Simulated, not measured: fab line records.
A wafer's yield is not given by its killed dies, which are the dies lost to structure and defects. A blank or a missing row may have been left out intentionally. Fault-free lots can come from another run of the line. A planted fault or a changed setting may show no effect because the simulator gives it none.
fab line records	flow sky130
record lots=13	wafers=39	last-day=50
route steps=708 shown VT_ADJUST_LVTN@106 VT_ADJUST_HVTR@138 GATE_OXIDE@202 POLY_GATE@205 PAD_OPEN@708
lots with no fault: from the same line, run without faults
start-h: hours from the record's opening day to when the first of the lot's shown wafers began	wait-h: hours elapsed since this lot's preceding step	" repeats the value in the row above	L1.1+2: several wafers, shown together as one row	- either no value or no given start	* or withheld: withheld	< > ~ a bound
route shown NAME@n: names a module that has steps shown in the file, with the first one's number in the route	usual: mean/standard deviation of fault-free wafers	same: alike in all rows	chamber/n: place in a boat	sites: readings site by site	_std_site: the values' standard deviation	_edge_site: outer sites' mean less inner sites'	radius-mm: how far each site lies from the wafer's centre	mask NAME#n: copy n	behind: the last tool/chamber to shape the wafer	hold: the reason the lot was held/the length of the hold in hours/how it ended	device: whichever transistor did not switch (one of n, p or np)	end of line: at the end of the route, the tests of the same wafers	a step without rows: its recipe alone	killed: count of dies lost to structure and defects at first sort (not the wafer's yield)	map: dies across one wafer; x = killed, . = not, _ = none there
set.NAME: the setting as run; set.NAME@STEP: as run at that earlier step	model.NAME: the simulator's own value behind a step, which no gauge read
steps of the route over a sample of lots; a table a step, a row a wafer
services: a tool's chamber out of use, with start hour (start-h, from the record's first day; less than 0 if before it), hours out, and reason
## steps
# step SKY_VT_ADJUST_LVTN_STRIP_09
# recipe chemistry=O2/N2	power-w=1400	pressure-mtorr=1500	platen-temp-c=withheld	o2-flow-sccm=3000	n2-flow-sccm=300	overash-fraction=0.5
# usual drypump-motor-current-A=5.27/0.26	oes-product-au=0.723/0.0046	strip-time-to-endpoint-s=36.92/0.091
# same overash-fraction=0.5
lot.wafer	tool	chamber	start-h	wait-h	drypump-motor-current-A	oes-product-au	rf-hours-counter-h	strip-time-to-endpoint-s
L288.1	plasma-asher-02	0	155.65	0.1	5.51	0.731	47	37.02
L288.2	"	1	"	"	4.96	0.724	47	36.93
L288.5	"	1	"	"	4.93	0.724	-	36.87
L289.3	plasma-asher-02	1	168.28	0.1	4.95	0.718	-	36.88
L289.4	"	0	"	"	5.51	0.728	-	36.95
L289.5	"	1	"	"	4.94	0.717	-	36.89
L291.1	plasma-asher-03	1	180.05	0.1	5.28	0.727	50	36.88
L291.2	"	0	"	"	5.52	0.726	50	36.85
L291.5	"	1	"	"	5.28	0.726	-	36.81
L290.1	plasma-asher-03	0	180.84	0.1	5.54	0.724	50	36.89
L290.2	"	1	"	"	5.25	0.725	50	36.84
L290.5	"	0	"	"	5.55	0.721	-	36.82
L294.1	plasma-asher-01	0	193.40	0.1	5.49	0.715	8	36.68
L294.2	"	1	"	"	4.97	0.725	8	36.70
L294.5	"	0	"	"	5.50	0.723	-	36.76
L296.3	plasma-asher-03	1	207.19	0.1	5.27	0.733	-	36.93
L296.4	"	0	"	"	5.57	0.717	-	37.00
L296.6	"	0	"	"	5.53	0.726	-	36.84
L295.1	plasma-asher-01	1	208.90	0.1	4.96	0.724	9	37.09
L295.3	"	1	"	"	4.94	0.720	-	37.10
L295.5	"	0	"	"	5.56	0.727	-	37.17
L301.1	plasma-asher-03	1	238.24	0.1	5.27	0.717	56	36.85
L301.2	"	0	"	"	5.53	0.724	56	36.82
L301.4	"	1	"	"	5.28	0.724	-	36.88
L302.2	plasma-asher-01	0	248.75	0.1	5.52	0.728	13	37.01
L302.4	"	1	"	"	4.97	0.716	-	37.03
L302.6	"	0	"	"	5.55	0.724	-	36.91
L304.2	plasma-asher-02	1	257.60	0.1	4.95	0.725	57	36.90
L304.4	"	1	"	"	4.93	0.716	-	36.86
L304.5	"	1	"	"	4.93	0.719	-	36.86
L305.1	plasma-asher-01	1	268.30	0.1	4.98	0.722	14	36.95
L305.2	"	0	"	"	5.50	0.720	14	36.88
L305.3	"	0	"	"	5.55	0.720	-	36.93
L307.1	plasma-asher-03	0	275.60	0.1	5.54	0.723	60	36.95
L307.3	"	1	"	"	5.28	0.721	-	36.92
L307.5	"	1	"	"	5.27	0.722	-	36.94
L308.1	plasma-asher-01	0	283.65	0.1	5.48	0.722	16	36.89
L308.3	"	1	"	"	4.97	0.726	-	36.97
L308.5	"	0	"	"	5.49	0.724	-	36.87
# step SKY_VT_ADJUST_HVTR_CD_MEAS_07
# recipe target-cd-nm=380
# usual cd-nm=379.2/2.9
lot.wafer	tool	chamber	start-h	wait-h	cd-nm
L288.1	cd-sem-01	-	218.87	0.1	373.4
L288.2	"	-	"	"	373.1
L288.5	"	-	"	"	375.3
L289.3	cd-sem-02	-	231.11	0.1	382.9
L289.4	"	-	"	"	377.9
L289.5	"	-	"	"	379.2
L291.1	cd-sem-01	-	246.92	0.1	373.3
L291.2	"	-	"	"	376.4
L291.5	"	-	"	"	379.3
L290.1	cd-sem-02	-	248.39	0.1	379.3
L290.2	"	-	"	"	381.1
L290.5	"	-	"	"	381.9
L294.1	cd-sem-02	-	260.67	0.1	382.0
L294.2	"	-	"	"	383.8
L294.5	"	-	"	"	382.1
L296.3	cd-sem-01	-	276.36	0.1	380.8
L296.4	"	-	"	"	380.1
L296.6	"	-	"	"	381.0
L295.1	cd-sem-02	-	279.55	0.1	379.2
L295.3	"	-	"	"	380.4
L295.5	"	-	"	"	380.8
L301.1	cd-sem-01	-	312.35	0.1	379.8
L301.2	"	-	"	"	379.6
L301.4	"	-	"	"	380.2
L302.2	cd-sem-01	-	323.69	0.1	382.2
L302.4	"	-	"	"	381.7
L302.6	"	-	"	"	382.4
L304.2	cd-sem-01	-	332.87	0.1	379.7
L304.4	"	-	"	"	379.5
L304.5	"	-	"	"	380.5
L305.1	cd-sem-02	-	344.75	0.1	374.3
L305.2	"	-	"	"	378.3
L305.3	"	-	"	"	379.1
L307.1	cd-sem-02	-	354.12	0.1	380.7
L307.3	"	-	"	"	379.1
L307.5	"	-	"	"	378.4
L308.1	cd-sem-02	-	363.10	0.1	378.6
L308.3	"	-	"	"	378.9
L308.5	"	-	"	"	376.2
# step SKY_GATE_OXIDE_CLEAN_15
# recipe chemistry=SC1/SC2	mix=1:4:20	temp-c=70	time-s=150	dry=n2-spin
# usual bath-guard-temp-C=70.3/0.5	bath-heat-duty-pct=12.4/1.2	time-s=150/0
lot.wafer	tool	chamber	start-h	wait-h	bath-guard-temp-C	bath-heat-duty-pct	time-s
L288.1	wet-bench-04	2	320.29	0.1	70.1	12.6	150
L288.2	"	2	"	"	70.0	12.0	150
L288.5	"	2	"	"	70.4	12.1	150
L289.3	wet-bench-04	3	337.95	0.0	70.9	10.3	150
L289.4	"	3	"	"	70.7	12.0	150
L289.5	"	3	"	"	71.0	11.5	150
L291.1	wet-bench-02	2	355.60	0.1	69.4	11.5	150
L291.2	"	2	"	"	69.3	11.3	150
L291.5	"	2	"	"	69.3	11.7	150
L290.1	wet-bench-04	2	357.82	0.1	70.0	11.1	150
L290.2	"	2	"	"	69.9	11.7	150
L290.5	"	2	"	"	70.2	11.8	150
L294.1	wet-bench-02	3	390.88	0.1	70.1	14.2	150
L294.2	"	3	"	"	69.7	13.6	150
L294.5	"	3	"	"	69.7	14.1	150
L296.3	wet-bench-02	2	391.85	0.0	69.3	11.1	150
L296.4	"	2	"	"	69.7	11.5	150
L296.6	"	2	"	"	69.8	11.2	150
L295.1	wet-bench-02	1	399.89	0.1	70.3	13.0	150
L295.3	"	1	"	"	70.3	13.9	150
L295.5	"	1	"	"	70.6	13.9	150
L301.1	wet-bench-02	3	435.30	0.1	-	-	-
L301.2	"	3	"	"	-	-	-
L301.4	"	3	"	"	-	-	-
L302.2	wet-bench-04	1	445.65	0.0	-	-	-
L302.4	"	1	"	"	-	-	-
L302.6	"	1	"	"	-	-	-
L304.2	wet-bench-01	2	453.97	0.0	70.9	12.2	150
L304.4	"	2	"	"	71.4	12.3	150
L304.5	"	2	"	"	70.9	11.9	150
L305.1	wet-bench-02	2	466.91	0.1	69.7	11.8	150
L305.2	"	2	"	"	69.5	12.7	150
L305.3	"	2	"	"	69.5	11.5	150
L307.1	wet-bench-04	2	478.86	0.1	70.2	11.9	150
L307.3	"	2	"	"	70.1	10.2	150
L307.5	"	2	"	"	69.9	12.5	150
L308.1	wet-bench-02	0	519.51	0.1	70.5	13.9	150
L308.3	"	0	"	"	70.7	12.6	150
L308.5	"	0	"	"	70.8	12.5	150
# step SKY_POLY_GATE_THK_MEAS_01
# recipe reads=poly-Si_of_POLY_GATE_CVD_00
# usual POLY_GATE_CVD_00_THK=180.2/1.5
lot.wafer	tool	chamber	start-h	wait-h	POLY_GATE_CVD_00_THK[nm]
L288.1	film-metro-04	-	323.09	0.0	179.9
L288.2	"	-	"	"	179.2
L288.5	"	-	"	"	178.5
L289.3	film-metro-04	-	340.75	0.0	178.7
L289.4	"	-	"	"	177.8
L289.5	"	-	"	"	178.1
L291.1	film-metro-01	-	359.36	0.0	179.0
L291.2	"	-	"	"	179.0
L291.5	"	-	"	"	178.1
L290.1	film-metro-04	-	360.70	0.0	178.6
L290.2	"	-	"	"	176.2
L290.5	"	-	"	"	177.4
L294.1	film-metro-04	-	395.43	0.0	181.5
L294.2	"	-	"	"	180.3
L294.5	"	-	"	"	180.6
L296.3	film-metro-03	-	395.54	0.1	178.9
L296.4	"	-	"	"	178.8
L296.6	"	-	"	"	177.6
L295.1	film-metro-04	-	403.28	0.0	180.3
L295.3	"	-	"	"	180.7
L295.5	"	-	"	"	180.2
L301.1	film-metro-04	-	438.68	0.0	180.0
L301.2	"	-	"	"	181.4
L301.4	"	-	"	"	180.2
L302.2	film-metro-01	-	448.96	0.0	181.0
L302.4	"	-	"	"	180.3
L302.6	"	-	"	"	180.9
L304.2	film-metro-04	-	456.93	0.0	180.5
L304.4	"	-	"	"	180.6
L304.5	"	-	"	"	181.9
L305.1	film-metro-04	-	470.29	0.0	180.1
L305.2	"	-	"	"	178.8
L305.3	"	-	"	"	179.7
L307.1	film-metro-03	-	481.65	0.0	179.8
L307.3	"	-	"	"	180.8
L307.5	"	-	"	"	180.6
L308.1	film-metro-04	-	522.85	0.0	180.7
L308.3	"	-	"	"	180.9
L308.5	"	-	"	"	181.7
# step SKY_PAD_OPEN_PROBE_99
# usual killed_at_M0_to_M3=43/7.3	killed_at_M4_up=3.5/2.2	killed-at-contacts=24/5.3	killed-at-front-end=15/4.2	killed-at-other=0.3/0.67	killed-dies=86/9.8	killed-on-rim=17/3.8	killed-open=47/7.2	killed-short=39/6.5
# same gross-dies=492	killed-at-back-side=0
lot.wafer	tool	chamber	start-h	wait-h	killed_at_M0_to_M3	killed_at_M4_up	killed-at-contacts	killed-at-front-end	killed-at-other	killed-dies	killed-on-rim	killed-open	killed-short
L288.1	prober-01	-	1077.17	0.1	44	4	17	19	2	86	26	45	39
L288.2	prober-01	-	1077.22	0.1	47	6	17	14	0	84	19	36	48
L288.5	prober-01	-	1077.37	0.2	46	7	30	21	0	104	19	53	51
L289.3	prober-02	-	1095.19	0.2	51	2	24	16	0	93	21	53	40
L289.4	prober-02	-	1095.24	0.2	47	2	22	13	0	84	14	50	31
L289.5	prober-02	-	1095.29	0.2	46	1	35	16	0	98	16	61	37
L291.1	prober-01	-	1104.40	0.1	37	3	20	24	1	85	16	47	38
L291.2	prober-01	-	1104.45	0.1	46	5	19	15	1	86	16	60	25
L291.5	prober-01	-	1104.60	0.2	49	2	22	11	0	84	9	48	36
L290.1	prober-01	-	1107.47	0.1	46	0	30	13	0	89	13	46	43
L290.2	prober-01	-	1107.52	0.1	34	2	29	18	0	83	20	50	31
L290.5	prober-01	-	1107.67	0.2	41	3	31	12	0	87	22	42	45
L294.1	prober-02	-	1150.50	0.1	46	2	27	17	1	93	18	56	37
L294.2	prober-02	-	1150.55	0.1	24	4	25	19	0	72	13	41	31
L294.5	prober-02	-	1150.70	0.2	43	4	26	15	0	88	14	47	41
L296.3	prober-02	-	1154.21	0.2	44	4	24	6	2	80	17	50	30
L296.4	prober-02	-	1154.26	0.2	35	12	18	7	2	74	21	42	29
L296.6	prober-02	-	1154.36	0.2	44	1	29	15	1	90	16	46	42
L295.1	prober-01	-	1158.61	0.1	41	6	27	20	2	96	22	47	49
L295.3	prober-01	-	1158.71	0.2	37	6	34	12	0	89	20	55	34
L295.5	prober-01	-	1158.81	0.2	39	6	26	7	1	79	16	48	31
L301.1	prober-01	-	1160.11	0.1	47	2	29	14	1	93	19	54	39
L301.2	prober-01	-	1160.16	0.1	30	6	25	19	1	81	18	40	41
L301.4	prober-01	-	1160.26	0.2	34	6	20	19	0	79	18	43	35
L302.2	prober-01	-	1168.45	0.1	48	4	31	12	0	95	19	56	37
L302.4	prober-01	-	1168.55	0.2	51	2	20	13	0	86	18	48	38
L302.6	prober-01	-	1168.65	0.2	54	5	23	13	0	95	17	50	44
L304.2	prober-01	-	1171.45	0.1	32	2	19	13	0	66	16	39	26
L304.4	prober-01	-	1171.55	0.2	46	0	24	11	0	81	16	47	34
L304.5	prober-01	-	1171.60	0.2	35	1	25	19	1	81	20	46	35
L305.1	prober-02	-	1178.90	0.1	59	6	15	12	0	92	16	43	49
L305.2	prober-02	-	1178.95	0.1	43	7	23	11	0	84	13	41	43
L305.3	prober-02	-	1179.00	0.2	62	4	28	20	0	114	16	70	44
L307.1	prober-02	-	1184.37	0.1	36	2	14	13	0	65	7	36	29
L307.3	prober-02	-	1184.47	0.2	52	2	21	16	0	91	19	48	43
L307.5	prober-02	-	1184.57	0.2	48	3	32	18	1	102	21	51	50
L308.3	prober-02	-	1205.74	0.2	41	3	13	11	1	69	13	31	36
L308.5	prober-02	-	1205.84	0.2	39	1	17	21	0	78	16	44	33
# killed by level:class
L288.1 VIA1:geometric-particle:open=9 METAL1:geometric-particle:short=7 POLY_GATE:geometric-particle:short=6 LI_CONTACT:geometric-particle:open=6 VIA2:geometric-particle:open=6 VIA2:geometric-particle:short=6 FIELD_ISO:geometric-particle:short=5 FIELD_ISO:geometric-particle:open=5
L288.2 METAL2:geometric-particle:short=8 LI_CONTACT:geometric-particle:open=6 METAL1:geometric-particle:short=6 VIA1:geometric-particle:short=6 VIA2:geometric-particle:open=6 VIA1:geometric-particle:open=5 METAL4:geometric-particle:short=4 LOCAL_INTERCONNECT:geometric-particle:short=4
L288.5 CONTACT:geometric-particle:open=10 VIA3:geometric-particle:open=10 VIA1:geometric-particle:open=8 LI_CONTACT:geometric-particle:open=7 FIELD_ISO:geometric-particle:short=6 METAL4:geometric-particle:short=6 POLY_GATE:geometric-particle:open=5 CONTACT:geometric-particle:short=5
L289.3 VIA1:geometric-particle:open=10 CONTACT:geometric-particle:open=9 VIA2:geometric-particle:open=8 VIA2:geometric-particle:short=8 VIA3:geometric-particle:open=7 LOCAL_INTERCONNECT:geometric-particle:short=7 FIELD_ISO:geometric-particle:open=6 VIA1:geometric-particle:short=5
L289.4 VIA1:geometric-particle:open=10 LI_CONTACT:geometric-particle:open=9 CONTACT:geometric-particle:open=8 VIA2:geometric-particle:open=7 VIA1:geometric-particle:short=6 VIA3:geometric-particle:open=5 POLY_GATE:geometric-particle:short=4 METAL2:geometric-particle:short=4
L289.5 VIA1:geometric-particle:open=14 CONTACT:geometric-particle:open=11 VIA3:geometric-particle:open=11 LI_CONTACT:geometric-particle:open=9 VIA2:geometric-particle:open=8 FIELD_ISO:geometric-particle:short=6 LI_CONTACT:geometric-particle:short=6 LOCAL_INTERCONNECT:geometric-particle:short=5
L291.1 VIA1:geometric-particle:open=11 CONTACT:geometric-particle:open=8 POLY_GATE:geometric-particle:open=8 METAL2:geometric-particle:short=6 VIA2:geometric-particle:open=6 FIELD_ISO:geometric-particle:short=4 POLY_GATE:geometric-particle:short=4 LOCAL_INTERCONNECT:geometric-particle:short=4
L291.2 VIA3:geometric-particle:open=12 VIA1:geometric-particle:open=10 CONTACT:geometric-particle:open=9 VIA2:geometric-particle:open=7 FIELD_ISO:geometric-particle:open=6 LI_CONTACT:geometric-particle:open=4 METAL2:geometric-particle:short=4 LOCAL_INTERCONNECT:geometric-particle:short=3
L291.5 VIA2:geometric-particle:open=11 VIA3:geometric-particle:open=9 CONTACT:geometric-particle:open=7 LI_CONTACT:geometric-particle:open=6 VIA1:geometric-particle:short=6 VIA1:geometric-particle:open=5 METAL3:geometric-particle:short=5 CONTACT:geometric-particle:short=4
L290.1 CONTACT:geometric-particle:open=15 VIA1:geometric-particle:open=9 VIA1:geometric-particle:short=8 LI_CONTACT:geometric-particle:open=7 FIELD_ISO:geometric-particle:short=6 METAL1:geometric-particle:short=6 LOCAL_INTERCONNECT:geometric-particle:short=5 VIA3:geometric-particle:short=5
L290.2 CONTACT:geometric-particle:open=16 VIA1:geometric-particle:open=10 VIA2:geometric-particle:open=7 POLY_GATE:geometric-particle:short=6 LI_CONTACT:geometric-particle:open=5 LOCAL_INTERCONNECT:geometric-particle:short=4 VIA2:geometric-particle:short=4 VIA3:geometric-particle:open=4
L290.5 CONTACT:geometric-particle:open=11 VIA1:geometric-particle:short=8 LI_CONTACT:geometric-particle:open=7 VIA1:geometric-particle:open=6 POLY_GATE:geometric-particle:short=6 CONTACT:geometric-particle:short=6 METAL1:geometric-particle:short=5 VIA3:geometric-particle:open=5
L294.1 VIA1:geometric-particle:open=13 VIA3:geometric-particle:open=10 CONTACT:geometric-particle:open=9 CONTACT:geometric-particle:short=7 FIELD_ISO:geometric-particle:open=6 FIELD_ISO:geometric-particle:short=6 LI_CONTACT:geometric-particle:open=6 METAL2:geometric-particle:short=5
L294.2 CONTACT:geometric-particle:open=10 LI_CONTACT:geometric-particle:open=8 FIELD_ISO:geometric-particle:short=7 FIELD_ISO:geometric-particle:open=5 POLY_GATE:geometric-particle:open=4 LOCAL_INTERCONNECT:geometric-particle:short=3 METAL1:geometric-particle:short=3 VIA1:geometric-particle:open=3
L294.5 VIA1:geometric-particle:open=13 CONTACT:geometric-particle:open=11 FIELD_ISO:geometric-particle:short=7 LI_CONTACT:geometric-particle:open=7 VIA2:geometric-particle:open=6 METAL2:geometric-particle:short=5 VIA3:geometric-particle:open=5 FIELD_ISO:geometric-particle:open=4
L296.3 VIA1:geometric-particle:open=17 CONTACT:geometric-particle:open=11 VIA2:geometric-particle:open=6 METAL1:geometric-particle:short=5 LI_CONTACT:geometric-particle:open=4 LOCAL_INTERCONNECT:geometric-particle:short=4 VIA3:geometric-particle:open=4 METAL2:geometric-particle:short=4
L296.4 VIA1:geometric-particle:open=12 CONTACT:geometric-particle:open=7 LI_CONTACT:geometric-particle:open=5 METAL1:geometric-particle:short=4 METAL2:geometric-particle:short=4 CONTACT:geometric-particle:short=3 VIA2:geometric-particle:open=3 METAL3:geometric-particle:short=3
L296.6 CONTACT:geometric-particle:open=12 METAL3:geometric-particle:short=9 VIA1:geometric-particle:open=9 CONTACT:geometric-particle:short=7 VIA2:geometric-particle:open=7 POLY_GATE:geometric-particle:open=5 VIA1:geometric-particle:short=5 LI_CONTACT:geometric-particle:open=5
L295.1 LOCAL_INTERCONNECT:geometric-particle:short=9 METAL1:geometric-particle:short=9 VIA1:geometric-particle:open=9 VIA2:geometric-particle:open=8 POLY_GATE:geometric-particle:short=7 FIELD_ISO:geometric-particle:open=6 LI_CONTACT:geometric-particle:short=5 LI_CONTACT:geometric-particle:open=5
L295.3 VIA1:geometric-particle:open=14 LI_CONTACT:geometric-particle:open=11 CONTACT:geometric-particle:open=10 LOCAL_INTERCONNECT:geometric-particle:short=6 METAL1:geometric-particle:short=5 VIA2:geometric-particle:open=5 POLY_GATE:geometric-particle:open=4 CONTACT:geometric-particle:short=4
L295.5 LI_CONTACT:geometric-particle:open=11 VIA1:geometric-particle:open=10 CONTACT:geometric-particle:open=8 METAL1:geometric-particle:short=6 VIA2:geometric-particle:open=6 METAL2:geometric-particle:short=4 FIELD_ISO:geometric-particle:open=3 LI_CONTACT:geometric-particle:short=3
L301.1 CONTACT:geometric-particle:open=13 VIA1:geometric-particle:open=11 VIA2:geometric-particle:open=8 CONTACT:geometric-particle:short=6 METAL1:geometric-particle:short=6 VIA1:geometric-particle:short=6 FIELD_ISO:geometric-particle:open=5 VIA3:geometric-particle:open=5
L301.2 LI_CONTACT:geometric-particle:open=10 CONTACT:geometric-particle:open=9 VIA1:geometric-particle:open=6 METAL2:geometric-particle:short=6 FIELD_ISO:geometric-particle:open=5 FIELD_ISO:geometric-particle:short=4 POLY_GATE:geometric-particle:short=4 METAL1:geometric-particle:short=4
L301.4 CONTACT:geometric-particle:open=9 POLY_GATE:geometric-particle:open=7 VIA1:geometric-particle:open=7 VIA2:geometric-particle:open=5 METAL1:geometric-particle:short=5 METAL2:geometric-particle:short=5 POLY_GATE:geometric-particle:short=4 CONTACT:geometric-particle:short=4
L302.2 VIA1:geometric-particle:open=14 VIA2:geometric-particle:open=11 CONTACT:geometric-particle:open=11 LI_CONTACT:geometric-particle:open=9 METAL1:geometric-particle:short=8 CONTACT:geometric-particle:short=7 VIA3:geometric-particle:open=4 VIA3:geometric-particle:short=4
L302.4 VIA1:geometric-particle:open=16 CONTACT:geometric-particle:open=9 VIA2:geometric-particle:open=8 VIA3:geometric-particle:open=8 VIA1:geometric-particle:short=5 POLY_GATE:geometric-particle:short=4 METAL1:geometric-particle:short=4 METAL2:geometric-particle:short=4
L302.6 VIA1:geometric-particle:open=12 CONTACT:geometric-particle:open=9 LI_CONTACT:geometric-particle:open=7 METAL1:geometric-particle:short=7 VIA3:geometric-particle:open=7 METAL2:geometric-particle:short=6 VIA1:geometric-particle:short=6 VIA2:geometric-particle:open=6
L304.2 VIA1:geometric-particle:open=10 VIA3:geometric-particle:open=7 CONTACT:geometric-particle:short=6 VIA2:geometric-particle:open=6 FIELD_ISO:geometric-particle:open=4 LI_CONTACT:geometric-particle:open=4 LI_CONTACT:geometric-particle:short=3 LOCAL_INTERCONNECT:geometric-particle:short=3
L304.4 VIA1:geometric-particle:open=10 CONTACT:geometric-particle:open=8 VIA1:geometric-particle:short=7 LI_CONTACT:geometric-particle:open=7 VIA2:geometric-particle:open=6 FIELD_ISO:geometric-particle:open=5 VIA3:geometric-particle:open=5 LOCAL_INTERCONNECT:geometric-particle:short=4
L304.5 CONTACT:geometric-particle:open=11 VIA3:geometric-particle:open=8 METAL2:geometric-particle:short=7 FIELD_ISO:geometric-particle:open=6 CONTACT:geometric-particle:short=6 POLY_GATE:geometric-particle:short=5 LI_CONTACT:geometric-particle:open=5 VIA1:geometric-particle:open=5
L305.1 VIA1:geometric-particle:short=14 VIA2:geometric-particle:open=9 VIA1:geometric-particle:open=9 VIA3:geometric-particle:open=9 CONTACT:geometric-particle:open=7 METAL4:geometric-particle:short=5 VIA2:geometric-particle:short=5 FIELD_ISO:geometric-particle:short=4
L305.2 VIA1:geometric-particle:open=11 LI_CONTACT:geometric-particle:open=8 METAL2:geometric-particle:short=7 CONTACT:geometric-particle:open=6 METAL4:geometric-particle:short=6 CONTACT:geometric-particle:short=5 VIA1:geometric-particle:short=5 METAL1:geometric-particle:short=4
L305.3 VIA1:geometric-particle:open=15 CONTACT:geometric-particle:open=12 VIA2:geometric-particle:open=10 FIELD_ISO:geometric-particle:open=7 LI_CONTACT:geometric-particle:open=7 METAL2:geometric-particle:short=7 VIA3:geometric-particle:open=7 METAL1:geometric-particle:short=7
L307.1 POLY_GATE:geometric-particle:open=6 VIA1:geometric-particle:open=6 VIA2:geometric-particle:open=5 VIA1:geometric-particle:short=5 VIA3:geometric-particle:open=5 CONTACT:geometric-particle:short=4 CONTACT:geometric-particle:open=4 METAL1:geometric-particle:short=4
L307.3 VIA1:geometric-particle:open=11 VIA2:geometric-particle:open=7 VIA1:geometric-particle:short=7 CONTACT:geometric-particle:short=6 CONTACT:geometric-particle:open=6 POLY_GATE:geometric-particle:open=5 METAL2:geometric-particle:open=5 VIA3:geometric-particle:open=5
L307.5 CONTACT:geometric-particle:open=14 LI_CONTACT:geometric-particle:open=9 VIA1:geometric-particle:open=8 METAL2:geometric-particle:short=8 VIA1:geometric-particle:short=7 FIELD_ISO:geometric-particle:open=6 FIELD_ISO:geometric-particle:short=6 LI_CONTACT:geometric-particle:short=5
L308.3 VIA1:geometric-particle:open=7 VIA1:geometric-particle:short=6 CONTACT:geometric-particle:open=5 METAL1:geometric-particle:short=5 VIA2:geometric-particle:short=5 METAL2:geometric-particle:short=4 VIA2:geometric-particle:open=4 VIA3:geometric-particle:open=4
L308.5 VIA2:geometric-particle:open=8 VIA1:geometric-particle:open=8 LI_CONTACT:geometric-particle:open=7 POLY_GATE:geometric-particle:short=6 FIELD_ISO:geometric-particle:open=5 METAL2:geometric-particle:short=5 VIA3:geometric-particle:open=4 CONTACT:geometric-particle:open=4
## services
tool	chamber	start-h	hours	kind
wet-bench-02	-	214.10	1.0	repair
wet-bench-01	-	241.76	1.5	repair
plasma-asher-01	-	251.18	9.3	repair
plasma-asher-02	-	305.27	8.1	repair
plasma-asher-03	-	321.34	79.3	repair
plasma-asher-02	-	372.68	1.0	repair
plasma-asher-03	-	386.16	2.4	repair
plasma-asher-03	-	412.70	9.3	repair
plasma-asher-02	-	421.25	9.0	pm
plasma-asher-02	0	421.25	9.0	vent-cycle
plasma-asher-02	1	421.25	9.0	vent-cycle
plasma-asher-02	0	430.25	-	clean
plasma-asher-02	1	430.25	-	clean
wet-bench-01	-	430.34	1.7	repair
plasma-asher-03	-	432.30	28.1	pm
wet-bench-02	-	441.79	2.1	repair
plasma-asher-03	-	472.60	0.9	repair
plasma-asher-03	-	476.25	3.1	repair
plasma-asher-02	-	481.33	0.7	repair
plasma-asher-03	-	486.35	1.4	repair
## key
first-sign step=SKY_GATE_OXIDE_CLEAN_15	reading=tool-record	direction=missing
effect none on later readings
met-at SKY_GATE_OXIDE_CLEAN_15
struck-lots L301,L302
tester-left-out L301,L302
not-acting-at SKY_VT_ADJUST_LVTN_STRIP_09,SKY_VT_ADJUST_HVTR_CD_MEAS_07,SKY_POLY_GATE_THK_MEAS_01
onset-between 399.89 435.30
fault kind=skipped-step-whole	tool=wet-bench-02,wet-bench-04	chamber=-	onset-h=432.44	steps=SKY_GATE_OXIDE_CLEAN_15	scope=struck-lots-only
# tester-left-out: of these lots the tester's yield and bins aren't shown, on N5 and GAA mostly nor the transistor test; their killed dies are dies lost to structure and defects alone, not to doping, threshold or leakage, so they don't give the yield
